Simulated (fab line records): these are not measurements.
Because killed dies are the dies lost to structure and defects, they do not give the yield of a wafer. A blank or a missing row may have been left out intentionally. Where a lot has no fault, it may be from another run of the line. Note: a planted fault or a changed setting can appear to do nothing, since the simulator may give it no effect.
fab line records | flow sky130
record lots=7 | wafers=21 | lastDay=50
route steps=708 shown SONOS_ONO@186 GATE_OXIDE@187 PAD_OPEN@708
lots with no fault: from the same line, run without faults
startH: hours from the record's first day to the start of the lot's first wafer shown | waitH: how many hours have passed since the lot's step before this one | " unchanged from the row above | L1.1+2: one row covering several wafers at once | - no value present, or no start provided | * or withheld: withheld | < > ~ a bound
route shown NAME@n: a module of which the file shows steps, and the number in the route of the first | usual: mean/standard deviation taken from wafers without a fault | same: alike in all rows | chamber/n: place in a boat | sites: per-site readings | _std_site: the values' standard deviation | _edge_site: mean of outer sites minus mean of inner sites | radiusMm: for every site, how far away it sits from the centre of the wafer | mask NAME#n: copy n | behind: tool/chamber where the wafer was last shaped | hold: why the lot went on hold/how many hours it stayed there/how the hold came to an end | device: names the non-switching transistor (n, p or np) | end of line: tests of these same wafers at the route's end | a step with no rows: only its recipe | killed: dies lost to structure and defects at the first sort, not the wafer's yield | map: per-die view of a wafer (x killed, . not killed, _ where there is no die)
set.NAME: the setting that was run; set.NAME@STEP: the one run at that earlier step | model.NAME: the simulator's own value behind a step, which no gauge read
lots at some steps of the route; a table a step, a row a wafer
services: from which hour (startH, from the record's first day; less than 0 if before it) a tool's chamber was out of use, for how many hours, and why
## steps
# step SKY_SONOS_ONO_WET_ETCH_18
# recipe chemistry=H3PO4 | targetDepthNm=15 | target=Si3N4 | tempC=160 | timeS=172
# step SKY_GATE_OXIDE_CLEAN_00
# recipe chemistry=SC1/SC2 | mix=1:4:20 | tempC=70 | timeS=150 | dry=n2Spin
# step SKY_GATE_OXIDE_OXIDATION_01
# recipe tempC=900 | ambient=O2 | stabiliseS=600 | purgeS=300 | targetThkA=102.68 | oxTimeS=1473
# step SKY_GATE_OXIDE_THK_MEAS_02
# recipe reads=SiO2_of_GATE_OXIDE_OXIDATION_01
# usual GATE_OXIDE_OXIDATION_00_THK=10.21/0.21
lot.wafer | tool         | chamber | startH | waitH | GATE_OXIDE_OXIDATION_00_THK[nm]
L639.3    | filmMetro-02 | -       | 300.12 | 0.0   | 10.22
L639.4    | "            | -       | "      | "     | 10.09
L639.6    | "            | -       | "      | "     | 10.21
L643.3    | filmMetro-02 | -       | 364.47 | 0.0   | 10.08
L643.5    | "            | -       | "      | "     | 9.92
L643.6    | "            | -       | "      | "     | 10.11
L646.1    | filmMetro-04 | -       | 370.65 | 0.0   | 10.57
L646.4    | "            | -       | "      | "     | 10.26
L646.5    | "            | -       | "      | "     | 10.27
L647.4    | filmMetro-02 | -       | 379.53 | 0.0   | 10.09
L647.5    | "            | -       | "      | "     | 10.19
L647.6    | "            | -       | "      | "     | 10.10
L648.2    | filmMetro-02 | -       | 389.31 | 0.0   | 10.59
L648.4    | "            | -       | "      | "     | 10.53
L648.6    | "            | -       | "      | "     | 10.41
L656.4    | filmMetro-02 | -       | 447.32 | 0.0   | 10.13
L656.5    | "            | -       | "      | "     | 10.07
L656.6    | "            | -       | "      | "     | 9.97
L657.2    | filmMetro-04 | -       | 458.12 | 0.0   | 10.57
L657.3    | "            | -       | "      | "     | 10.61
L657.6    | "            | -       | "      | "     | 10.57
# step SKY_GATE_OXIDE_DEHYDRATE_03
# recipe tempC=200 | timeS=60
# step SKY_GATE_OXIDE_HMDS_04
# recipe primeTimeS=60 | primeTempC=120
# step SKY_GATE_OXIDE_COAT_05
# recipe resist=NOVOLAK | spinRpm=3000 | resistThkNm=1140
# step SKY_GATE_OXIDE_SOFTBAKE_06
# recipe tempC=90 | timeS=60 | resist=NOVOLAK
# step SKY_GATE_OXIDE_EXPOSE_07
# recipe maskId=LVOM | na=0.6 | sourceShape=conventional | sigmaOuter=0.6 | polarization=unpolarized | targetCdNm=600 | doseMj=170
# step SKY_GATE_OXIDE_PEB_08
# recipe tempC=withheld | timeS=* | resist=NOVOLAK
# step SKY_GATE_OXIDE_DEVELOP_09
# recipe resist=NOVOLAK | developer=TMAH | developTimeS=60 | devTempC=23
# step SKY_GATE_OXIDE_OVL_MEAS_10
# usual GATE_OXIDE_OVL=-0.7/1.2
lot.wafer | tool       | chamber | startH | waitH | GATE_OXIDE_OVL[nm]
L639.3    | overlay-01 | -       | 325.87 | 0.1   | -2.3
L639.4    | "          | -       | "      | "     | -2.1
L639.6    | "          | -       | "      | "     | -2.4
L643.3    | overlay-01 | -       | 392.45 | 0.1   | 0.1
L643.5    | "          | -       | "      | "     | -0.3
L643.6    | "          | -       | "      | "     | -1.4
L646.1    | overlay-01 | -       | 398.93 | 0.1   | 0.9
L646.4    | "          | -       | "      | "     | 0.0
L646.5    | "          | -       | "      | "     | -1.1
L647.4    | overlay-01 | -       | 407.81 | 0.1   | 0.0
L647.5    | "          | -       | "      | "     | 1.2
L647.6    | "          | -       | "      | "     | -0.3
L648.2    | overlay-01 | -       | 418.38 | 0.1   | 0.5
L648.4    | "          | -       | "      | "     | -0.9
L648.6    | "          | -       | "      | "     | -1.1
L656.4    | overlay-02 | -       | 478.33 | 0.1   | 1.1
L656.5    | "          | -       | "      | "     | -0.9
L656.6    | "          | -       | "      | "     | 1.0
L657.2    | overlay-02 | -       | 488.98 | 0.1   | -0.2
L657.3    | "          | -       | "      | "     | -0.4
L657.6    | "          | -       | "      | "     | 0.3
# step SKY_GATE_OXIDE_IMPLANT_11
# recipe species=B | energyKev=10 | doseCm2=2.6e+12 | tiltDeg=withheld
# usual doseIonsCm2=2.599e+12/2.8e+09 | faradayCurrentUA=14.67/0.28
# same implantIonAmu=11
lot.wafer | tool         | chamber | startH | waitH | doseIonsCm2 | faradayCurrentUA
L639.3    | implanter-03 | 0       | 325.95 | 0.1   | 2.5946e+12  | 14.87
L639.4    | "            | 0       | "      | "     | 2.6028e+12  | 14.69
L639.6    | "            | 0       | "      | "     | 2.5958e+12  | 14.23
L643.3    | implanter-01 | 0       | 392.53 | 0.1   | 2.8267e+12  | 16.15
L643.5    | "            | 0       | "      | "     | 2.8315e+12  | 15.88
L643.6    | "            | 0       | "      | "     | 2.8257e+12  | 16.53
L646.1    | implanter-02 | 0       | 398.96 | 0.0   | 2.6009e+12  | 14.53
L646.4    | "            | 0       | "      | "     | 2.5963e+12  | 14.10
L646.5    | "            | 0       | "      | "     | 2.5992e+12  | 15.12
L647.4    | implanter-01 | 0       | 407.90 | 0.1   | 2.8324e+12  | 16.18
L647.5    | "            | 0       | "      | "     | 2.8309e+12  | 15.95
L647.6    | "            | 0       | "      | "     | 2.8285e+12  | 16.12
L648.2    | implanter-01 | 0       | 418.44 | 0.0   | 2.8228e+12  | 16.34
L648.4    | "            | 0       | "      | "     | 2.83e+12    | 15.52
L648.6    | "            | 0       | "      | "     | 2.8284e+12  | 15.77
L656.4    | implanter-01 | 0       | 478.42 | 0.1   | 2.5977e+12  | 14.81
L656.5    | "            | 0       | "      | "     | 2.5959e+12  | 14.86
L656.6    | "            | 0       | "      | "     | 2.6009e+12  | 14.94
L657.2    | implanter-03 | 0       | 489.04 | 0.0   | 2.5992e+12  | 14.59
L657.3    | "            | 0       | "      | "     | 2.5948e+12  | 14.35
L657.6    | "            | 0       | "      | "     | 2.5951e+12  | 14.25
# step SKY_GATE_OXIDE_WET_ETCH_12
# recipe chemistry=dHF | targetDepthNm=16.8 | dry=n2Spin | target=SiO2 | dilution=100:1 | tempC=25 | timeS=336
# step SKY_GATE_OXIDE_STRIP_13
# recipe chemistry=O2/N2 | powerW=1400 | pressureMtorr=1500 | platenTempC=withheld | o2FlowSccm=3000 | n2FlowSccm=300 | overashFraction=0.5
# usual drypumpMotorCurrentA=5.7/0.39 | n2FlowSccm=300.0/0.85 | oesProductAu=0.715/0.0047 | stripTimeToEndpointS=14.19/0.039
lot.wafer | tool           | chamber | startH | waitH | drypumpMotorCurrentA | n2FlowSccm | oesProductAu | rfHoursCounterH | stripTimeToEndpointS
L639.3    | plasmaAsher-02 | 1       | 326.18 | 0.0   | 5.9                  | 300.7      | 0.714        | -               | 14.29
L639.4    | "              | 0       | "      | "     | 5.8                  | 301.2      | 0.716        | -               | 14.23
L639.6    | "              | 0       | "      | "     | 5.8                  | 300.8      | 0.706        | -               | 14.24
L643.3    | plasmaAsher-01 | 0       | 392.76 | 0.0   | 5.3                  | 300.9      | 0.711        | -               | 14.27
L643.5    | "              | 1       | "      | "     | 6.0                  | 299.8      | 0.714        | -               | 14.24
L643.6    | "              | 0       | "      | "     | 5.3                  | 300.6      | 0.714        | -               | 14.23
L646.1    | plasmaAsher-04 | 1       | 399.21 | 0.0   | 5.0                  | 300.1      | 0.716        | 28              | 14.20
L646.4    | "              | 0       | "      | "     | 6.2                  | 299.9      | 0.712        | -               | 14.26
L646.5    | "              | 1       | "      | "     | 5.0                  | 299.2      | 0.711        | -               | 14.27
L647.4    | plasmaAsher-01 | 1       | 408.11 | 0.0   | 5.9                  | 300.0      | 0.716        | -               | 14.18
L647.5    | "              | 1       | "      | "     | 5.9                  | 299.6      | 0.711        | -               | 14.17
L647.6    | "              | 0       | "      | "     | 5.4                  | 300.8      | 0.715        | -               | 14.17
L648.2    | plasmaAsher-01 | 0       | 418.67 | 0.0   | 5.3                  | 300.0      | 0.722        | 73              | 14.23
L648.4    | "              | 0       | "      | "     | 5.3                  | 300.1      | 0.717        | -               | 14.21
L648.6    | "              | 1       | "      | "     | 6.0                  | 300.2      | 0.718        | -               | 14.20
L656.4    | plasmaAsher-01 | 1       | 478.65 | 0.0   | 5.9                  | 299.6      | 0.714        | -               | 14.19
L656.5    | "              | 0       | "      | "     | 5.3                  | 299.5      | 0.719        | -               | 14.16
L656.6    | "              | 1       | "      | "     | 6.0                  | 299.8      | 0.716        | -               | 14.23
L657.2    | plasmaAsher-01 | 0       | 489.26 | 0.0   | 5.3                  | 300.7      | 0.715        | 80              | 14.20
L657.3    | "              | 0       | "      | "     | 5.3                  | 299.9      | 0.719        | -               | 14.13
L657.6    | "              | 1       | "      | "     | 5.9                  | 299.5      | 0.711        | -               | 14.15
# step SKY_GATE_OXIDE_TW_MEAS_14
# usual GATE_OXIDE_TW=222.6/1.4
lot.wafer | tool         | chamber | startH | waitH | GATE_OXIDE_TW
L639.3    | filmMetro-03 | -       | 326.27 | 0.1   | 221.6
L639.4    | "            | -       | "      | "     | 222.5
L639.6    | "            | -       | "      | "     | 223.7
L643.3    | filmMetro-03 | -       | 392.85 | 0.1   | 229.3
L643.5    | "            | -       | "      | "     | 230.7
L643.6    | "            | -       | "      | "     | 229.2
L646.1    | filmMetro-04 | -       | 399.31 | 0.1   | 224.6
L646.4    | "            | -       | "      | "     | 222.7
L646.5    | "            | -       | "      | "     | 223.6
L647.4    | filmMetro-03 | -       | 408.21 | 0.1   | 226.9
L647.5    | "            | -       | "      | "     | 227.9
L647.6    | "            | -       | "      | "     | 225.8
L648.2    | filmMetro-03 | -       | 418.78 | 0.1   | 226.1
L648.4    | "            | -       | "      | "     | 226.8
L648.6    | "            | -       | "      | "     | 226.4
L656.4    | filmMetro-02 | -       | 478.75 | 0.1   | 220.6
L656.5    | "            | -       | "      | "     | 221.2
L656.6    | "            | -       | "      | "     | 222.0
L657.2    | filmMetro-03 | -       | 489.37 | 0.1   | 221.6
L657.3    | "            | -       | "      | "     | 218.8
L657.6    | "            | -       | "      | "     | 220.2
# step SKY_GATE_OXIDE_CLEAN_15
# recipe chemistry=SC1/SC2 | mix=1:4:20 | tempC=70 | timeS=150 | dry=n2Spin
# step SKY_PAD_OPEN_PROBE_99
# usual killed_at_M0_to_M3=44/6 | killed_at_M4_up=3.3/2.1 | killedAtContacts=25/5.5 | killedAtFrontEnd=15/4.3 | killedAtOther=0.2/0.41 | killedDies=88/9.1 | killedOpen=48/6.6 | killedShort=39/6.7
# same grossDies=492 | killedAtBackSide=0
lot.wafer | tool      | chamber | startH  | waitH | killed_at_M0_to_M3 | killed_at_M4_up | killedAtContacts | killedAtFrontEnd | killedAtOther | killedDies | killedOpen | killedShort | model.etest.pfet_01v8_lvt.driveUaUm | model.etest.pfet_01v8.driveUaUm | model.etest.pfet_01v8_mvt.driveUaUm | model.etest.pfet_01v8_hvt.driveUaUm | model.etest.pfet_01v8_lvt.offLog10AUm | model.etest.pfet_01v8_mvt.offLog10AUm | model.etest.pfet_01v8.offLog10AUm | model.etest.sramPfetLatch.offLog10AUm
L639.3    | prober-01 | -       | 1087.68 | 0.2   | 48                 | 2               | 28               | 17               | 0             | 95         | 49         | 46          | 175.9                               | 197.2                           | 153.7                               | 145.3                               | -8.745                                | -10.28                                | -9.256                            | -12.72
L639.4    | prober-01 | -       | 1087.73 | 0.2   | 45                 | 3               | 20               | 10               | 0             | 78         | 45         | 33          | 175.3                               | 197.9                           | 152.9                               | 145.3                               | -8.621                                | -10.4                                 | -9.297                            | -12.66
L639.6    | prober-01 | -       | 1087.83 | 0.2   | 33                 | 1               | 25               | 12               | 0             | 71         | 37         | 33          | 176.8                               | 195.6                           | 153.4                               | 147.1                               | -8.732                                | -10.59                                | -9.613                            | -12.35
L643.3    | prober-01 | -       | 1135.98 | 0.2   | 36                 | 0               | 21               | 10               | 0             | 67         | 35         | 32          | 189.8                               | 207.5                           | 164                                 | 154.1                               | -7.758                                | -9.802                                | -8.948                            | -12.07
L643.5    | prober-01 | -       | 1136.08 | 0.2   | 48                 | 4               | 19               | 18               | 0             | 89         | 45         | 43          | 189.6                               | 209.9                           | 164.7                               | 156.8                               | -7.539                                | -9.701                                | -9.059                            | -12.28
L643.6    | prober-01 | -       | 1136.13 | 0.2   | 51                 | 3               | 20               | 8                | 0             | 82         | 40         | 42          | 189.4                               | 209.9                           | 164.7                               | 155.4                               | -7.735                                | -9.869                                | -8.915                            | -12.09
L646.1    | prober-02 | -       | 1137.50 | 0.1   | 50                 | 4               | 31               | 15               | 0             | 100        | 46         | 54          | 176.7                               | 189.1                           | 150                                 | 141.4                               | -8.731                                | -11.06                                | -10.07                            | -13.12
L646.4    | prober-02 | -       | 1137.65 | 0.2   | 34                 | 3               | 22               | 19               | 1             | 79         | 43         | 35          | 175.9                               | 191.2                           | 151.2                               | 141.9                               | -8.467                                | -10.82                                | -9.872                            | -13.03
L646.5    | prober-02 | -       | 1137.70 | 0.2   | 43                 | 1               | 32               | 14               | 0             | 90         | 49         | 41          | 175.4                               | 189.7                           | 150.7                               | 142                                 | -8.687                                | -10.88                                | -9.802                            | -13.06
L647.4    | prober-01 | -       | 1140.86 | 0.2   | 52                 | 4               | 21               | 23               | 0             | 100        | 52         | 48          | 184.7                               | 203.5                           | 162.6                               | 152.2                               | -7.886                                | -9.48                                 | -8.961                            | -12.15
L647.5    | prober-01 | -       | 1140.91 | 0.2   | 48                 | 3               | 25               | 14               | 0             | 90         | 52         | 38          | 181.4                               | 200.8                           | 158.7                               | 150                                 | -7.763                                | -9.625                                | -8.842                            | -12.34
L647.6    | prober-01 | -       | 1140.96 | 0.2   | 46                 | 4               | 20               | 15               | 0             | 85         | 50         | 35          | 183.5                               | 203.2                           | 161.4                               | 151.4                               | -7.614                                | -9.604                                | -8.873                            | -12.42
L648.2    | prober-02 | -       | 1153.37 | 0.1   | 52                 | 1               | 25               | 12               | 0             | 90         | 51         | 39          | 184.8                               | 200.8                           | 159.3                               | 150.5                               | -7.811                                | -9.729                                | -8.959                            | -12.11
L648.4    | prober-02 | -       | 1153.47 | 0.2   | 43                 | 4               | 17               | 17               | 0             | 81         | 47         | 34          | 187.3                               | 201.1                           | 159.1                               | 151                                 | -7.732                                | -9.873                                | -8.924                            | -12.19
L648.6    | prober-02 | -       | 1153.57 | 0.2   | 52                 | 3               | 24               | 21               | 0             | 100        | 63         | 37          | 185.8                               | 204.6                           | 161.6                               | 151                                 | -7.524                                | -9.53                                 | -8.833                            | -12.37
L656.4    | prober-02 | -       | 1187.96 | 0.2   | 37                 | 3               | 22               | 15               | 0             | 77         | 40         | 37          | 179.8                               | 199.7                           | 159.6                               | 149.6                               | -8.969                                | -10.34                                | -9.394                            | -12.65
L656.5    | prober-02 | -       | 1188.01 | 0.2   | 54                 | 1               | 38               | 14               | 0             | 107        | 69         | 38          | 177.4                               | 199.8                           | 158.8                               | 149.9                               | -8.709                                | -10.3                                 | -9.277                            | -12.64
L656.6    | prober-02 | -       | 1188.06 | 0.2   | 35                 | 1               | 19               | 18               | 0             | 73         | 41         | 32          | 178.4                               | 197.2                           | 157.4                               | 147.8                               | -8.775                                | -10.2                                 | -9.608                            | -12.64
L657.2    | prober-01 | -       | 1191.38 | 0.1   | 49                 | 1               | 37               | 17               | 0             | 104        | 60         | 44          | 177.5                               | 190.9                           | 150                                 | 143.8                               | -8.818                                | -11.2                                 | -10.04                            | -13.12
L657.3    | prober-01 | -       | 1191.43 | 0.2   | 55                 | 2               | 22               | 19               | 0             | 98         | 56         | 42          | 179.4                               | 197.3                           | 150.4                               | 146.1                               | -8.697                                | -11.17                                | -9.777                            | -12.96
L657.6    | prober-01 | -       | 1191.58 | 0.2   | 44                 | 3               | 26               | 12               | 0             | 85         | 52         | 33          | 176.3                               | 192.7                           | 150                                 | 144.8                               | -8.804                                | -11.19                                | -9.918                            | -12.96
# killed by level:class
L639.3 VIA1:geometricParticle:open=13 LI_CONTACT:geometricParticle:open=8 CONTACT:geometricParticle:short=8 VIA2:geometricParticle:open=7 FIELD_ISO:geometricParticle:short=6 VIA3:geometricParticle:open=5 CONTACT:geometricParticle:open=5 METAL1:geometricParticle:short=5
L639.4 VIA3:geometricParticle:open=12 CONTACT:geometricParticle:open=10 METAL2:geometricParticle:short=7 LI_CONTACT:geometricParticle:open=5 METAL1:geometricParticle:short=5 VIA1:geometricParticle:short=5 VIA1:geometricParticle:open=4 FIELD_ISO:geometricParticle:open=2
L639.6 CONTACT:geometricParticle:open=11 CONTACT:geometricParticle:short=6 VIA1:geometricParticle:open=6 FIELD_ISO:geometricParticle:short=5 FIELD_ISO:geometricParticle:open=5 LI_CONTACT:geometricParticle:open=4 METAL1:geometricParticle:short=4 METAL2:geometricParticle:short=4
L643.3 VIA1:geometricParticle:open=13 CONTACT:geometricParticle:short=9 VIA3:geometricParticle:short=6 CONTACT:geometricParticle:open=5 METAL2:geometricParticle:short=5 FIELD_ISO:geometricParticle:open=4 LI_CONTACT:geometricParticle:open=4 FIELD_ISO:geometricParticle:short=3
L643.5 VIA1:geometricParticle:open=12 VIA1:geometricParticle:short=8 VIA3:geometricParticle:open=7 POLY_GATE:geometricParticle:short=6 CONTACT:geometricParticle:open=6 LI_CONTACT:geometricParticle:open=6 METAL1:geometricParticle:short=6 FIELD_ISO:geometricParticle:short=5
L643.6 METAL1:geometricParticle:short=12 VIA2:geometricParticle:open=9 CONTACT:geometricParticle:short=8 CONTACT:geometricParticle:open=7 VIA1:geometricParticle:open=7 FIELD_ISO:geometricParticle:open=4 VIA2:geometricParticle:short=4 VIA3:geometricParticle:open=4
L646.1 CONTACT:geometricParticle:open=14 VIA1:geometricParticle:short=10 VIA1:geometricParticle:open=9 LI_CONTACT:geometricParticle:short=8 VIA3:geometricParticle:short=6 METAL2:geometricParticle:short=6 VIA3:geometricParticle:open=6 LI_CONTACT:geometricParticle:open=5
L646.4 VIA1:geometricParticle:open=12 CONTACT:geometricParticle:open=9 VIA1:geometricParticle:short=6 CONTACT:geometricParticle:short=5 VIA2:geometricParticle:short=4 POLY_GATE:geometricParticle:short=4 POLY_GATE:geometricParticle:open=4 LI_CONTACT:geometricParticle:open=4
L646.5 LI_CONTACT:geometricParticle:open=12 VIA1:geometricParticle:open=9 CONTACT:geometricParticle:short=6 CONTACT:geometricParticle:open=6 METAL1:geometricParticle:short=6 VIA3:geometricParticle:open=6 LI_CONTACT:geometricParticle:short=5 VIA1:geometricParticle:short=5
L647.4 VIA2:geometricParticle:open=12 FIELD_ISO:geometricParticle:short=9 CONTACT:geometricParticle:open=9 VIA2:geometricParticle:short=8 VIA3:geometricParticle:open=8 METAL1:geometricParticle:short=7 VIA1:geometricParticle:open=6 LI_CONTACT:geometricParticle:open=5
L647.5 CONTACT:geometricParticle:open=15 VIA3:geometricParticle:open=10 VIA1:geometricParticle:open=9 VIA2:geometricParticle:open=9 VIA1:geometricParticle:short=6 FIELD_ISO:geometricParticle:short=5 LI_CONTACT:geometricParticle:open=5 POLY_GATE:geometricParticle:short=4
L647.6 VIA1:geometricParticle:open=14 LI_CONTACT:geometricParticle:open=8 CONTACT:geometricParticle:open=8 METAL1:geometricParticle:short=8 VIA3:geometricParticle:open=6 POLY_GATE:geometricParticle:short=5 METAL3:geometricParticle:short=5 FIELD_ISO:geometricParticle:short=4
L648.2 VIA1:geometricParticle:open=10 VIA3:geometricParticle:open=9 METAL1:geometricParticle:short=9 VIA1:geometricParticle:short=8 VIA2:geometricParticle:open=8 CONTACT:geometricParticle:open=7 LI_CONTACT:geometricParticle:open=6 CONTACT:geometricParticle:short=5
L648.4 VIA1:geometricParticle:open=12 VIA3:geometricParticle:open=8 METAL1:geometricParticle:short=7 FIELD_ISO:geometricParticle:open=5 METAL2:geometricParticle:short=5 POLY_GATE:geometricParticle:open=5 LI_CONTACT:geometricParticle:open=5 CONTACT:geometricParticle:short=5
L648.6 VIA1:geometricParticle:open=15 LI_CONTACT:geometricParticle:open=9 POLY_GATE:geometricParticle:open=8 VIA2:geometricParticle:open=8 VIA3:geometricParticle:open=8 CONTACT:geometricParticle:open=7 VIA1:geometricParticle:short=5 VIA3:geometricParticle:short=5
L656.4 VIA1:geometricParticle:open=12 CONTACT:geometricParticle:open=8 FIELD_ISO:geometricParticle:open=5 LOCAL_INTERCONNECT:geometricParticle:short=5 VIA1:geometricParticle:short=5 FIELD_ISO:geometricParticle:short=4 LI_CONTACT:geometricParticle:open=4 METAL2:geometricParticle:short=4
L656.5 LI_CONTACT:geometricParticle:open=14 CONTACT:geometricParticle:open=13 VIA2:geometricParticle:open=12 VIA1:geometricParticle:open=10 METAL2:geometricParticle:short=7 VIA3:geometricParticle:open=7 FIELD_ISO:geometricParticle:open=6 VIA2:geometricParticle:short=6
L656.6 VIA1:geometricParticle:open=12 VIA2:geometricParticle:open=7 POLY_GATE:geometricParticle:short=6 CONTACT:geometricParticle:open=6 LI_CONTACT:geometricParticle:open=5 CONTACT:geometricParticle:short=5 FIELD_ISO:geometricParticle:open=4 FIELD_ISO:geometricParticle:short=4
L657.2 CONTACT:geometricParticle:open=15 VIA1:geometricParticle:open=14 VIA2:geometricParticle:open=10 CONTACT:geometricParticle:short=9 VIA1:geometricParticle:short=7 POLY_GATE:geometricParticle:open=7 LI_CONTACT:geometricParticle:open=5 LOCAL_INTERCONNECT:geometricParticle:short=5
L657.3 VIA1:geometricParticle:open=14 CONTACT:geometricParticle:open=11 METAL2:geometricParticle:short=8 VIA3:geometricParticle:open=8 POLY_GATE:geometricParticle:short=6 VIA1:geometricParticle:short=6 FIELD_ISO:geometricParticle:short=5 METAL1:geometricParticle:short=5
L657.6 CONTACT:geometricParticle:open=11 VIA3:geometricParticle:open=11 VIA2:geometricParticle:open=10 CONTACT:geometricParticle:short=6 VIA1:geometricParticle:short=5 VIA1:geometricParticle:open=5 LOCAL_INTERCONNECT:geometricParticle:short=4 VIA3:geometricParticle:short=4
## services
tool           | chamber | startH | hours | kind
plasmaAsher-01 | -       | 303.03 | 1.1   | repair
implanter-03   | -       | 330.61 | 2.2   | repair
plasmaAsher-02 | -       | 332.98 | 3.5   | repair
implanter-03   | -       | 345.63 | 3.9   | repair
plasmaAsher-02 | -       | 352.09 | 2.6   | repair
implanter-02   | -       | 354.32 | 3.8   | pm
implanter-01   | -       | 408.94 | 1.4   | repair
plasmaAsher-02 | -       | 421.25 | 9.0   | pm
plasmaAsher-02 | 0       | 421.25 | 9.0   | ventCycle
plasmaAsher-02 | 1       | 421.25 | 9.0   | ventCycle
plasmaAsher-02 | 0       | 430.25 | -     | clean
plasmaAsher-02 | 1       | 430.25 | -     | clean
implanter-02   | -       | 436.30 | 0.7   | repair
implanter-02   | -       | 461.70 | 1.5   | pm
## key
firstSign step=SKY_GATE_OXIDE_IMPLANT_11 | reading=doseIonsCm2 | direction=up | sigmas=82 | usual=* | struck=*
effect step=SKY_GATE_OXIDE_IMPLANT_11 | reading=faradayCurrentUA | direction=up | sigmas=4.8 | usual=14.67 | struck=16.05
effect step=SKY_GATE_OXIDE_TW_MEAS_14 | reading=GATE_OXIDE_TW | direction=up | sigmas=3.7 | usual=222.6 | struck=227.7
modelEffect step=SKY_PAD_OPEN_PROBE_99 | value=etest.pfet_01v8_lvt.driveUaUm | without=175.2 | struck=186.3
metAt SKY_GATE_OXIDE_IMPLANT_11
struckWafers L643.3,L643.5,L643.6,L647.4,L647.5,L647.6,L648.2,L648.4,L648.6
testerLeftOut L643,L647,L648
fault kind=processParameterDrift | tool=implanter-01 | chamber=- | onsetH=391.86 | steps=SKY_GATE_OXIDE_IMPLANT_11 | channel=doseCm2 | offset=* | shape=step | endH=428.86 | actsIn=* | stated=*
# testerLeftOut: of these lots the tester's yield and bins aren't shown, on N5 and GAA mostly nor the transistor test; their killed dies are dies lost to structure and defects alone, not to doping, threshold or leakage, so they don't give the yield
